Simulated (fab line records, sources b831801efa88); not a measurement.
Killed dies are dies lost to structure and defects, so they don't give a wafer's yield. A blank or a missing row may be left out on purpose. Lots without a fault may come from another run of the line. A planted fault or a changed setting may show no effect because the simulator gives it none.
One fault seen from 2 desks | flow sky130 | each desk has only its own numbers; what lay behind them comes last

THE TOOL OWNER'S DESK: pvd_sputter-04
The tool's own readings at SKY_METAL2_SPUTTER_02 (material AlCu, target thk 250 nm, time 13.3 s): means of the sampled wafers that have a number, for each lot that ran on this tool. A lot is out of limits, marked OUT, if its mean lies more than 4 standard deviations from the usual mean; the brackets give that distance.
Columns: A = throttle_valve_pct at SKY_METAL2_SPUTTER_02, usual 30.3 %
lot  | first seen here | A
L584 | day 36 04:47    | 30.1
L599 | day 40 20:52    | 29.4
L601 | day 41 02:58    | 30.0
This desk's finding: nothing out of limits on any of the 3 lots.

THE METROLOGY DESK
What the gauges read, lot by lot, whatever tool the lot ran on: means of the sampled wafers that have a number. A lot is out of limits, marked OUT, if its mean lies more than 4 standard deviations from the usual mean; the brackets give that distance.
Columns: A = VIA1_W_RS at SKY_VIA1_RS_MEAS_22, usual 0.424 ohm/sq; B = VIA1_W_THK at SKY_VIA1_THK_MEAS_23, usual 264.5 nm; C = METAL2_ALCU_RS at SKY_METAL2_RS_MEAS_05, usual 0.1263 ohm/sq; D = METAL2_ALCU_THK at SKY_METAL2_THK_MEAS_06, usual 242 nm; E = cd_nm at SKY_METAL2_CD_MEAS_15, usual 140.3 nm; F = METAL2_OVL at SKY_METAL2_OVL_MEAS_16, usual 4 nm
lot  | first seen here | A     | B     | C      | D   | E     | F
L579 | day 35 07:41    | 0.424 | 266.2 | 0.1258 | 245 | 136.3 | -0
L584 | day 36 04:16    | 0.427 | 262.5 | 0.1237 | 251 | 141.4 | 2
L594 | day 39 05:46    | 0.427 | 262.2 | 0.1242 | 245 | 141.1 | 7
L599 | day 40 20:23    | 0.425 | 263.1 | 0.1269 | 242 | 139.1 | 8
L601 | day 41 02:26    | 0.422 | 265.6 | 0.1252 | 241 | 141.6 | 0
This desk's finding: nothing out of limits on any of the 5 lots.

PUT TOGETHER
The tool owner's desk saw nothing out of limits.
The metrology desk saw nothing out of limits.

WHAT THE SIMULATOR HAD PUT IN
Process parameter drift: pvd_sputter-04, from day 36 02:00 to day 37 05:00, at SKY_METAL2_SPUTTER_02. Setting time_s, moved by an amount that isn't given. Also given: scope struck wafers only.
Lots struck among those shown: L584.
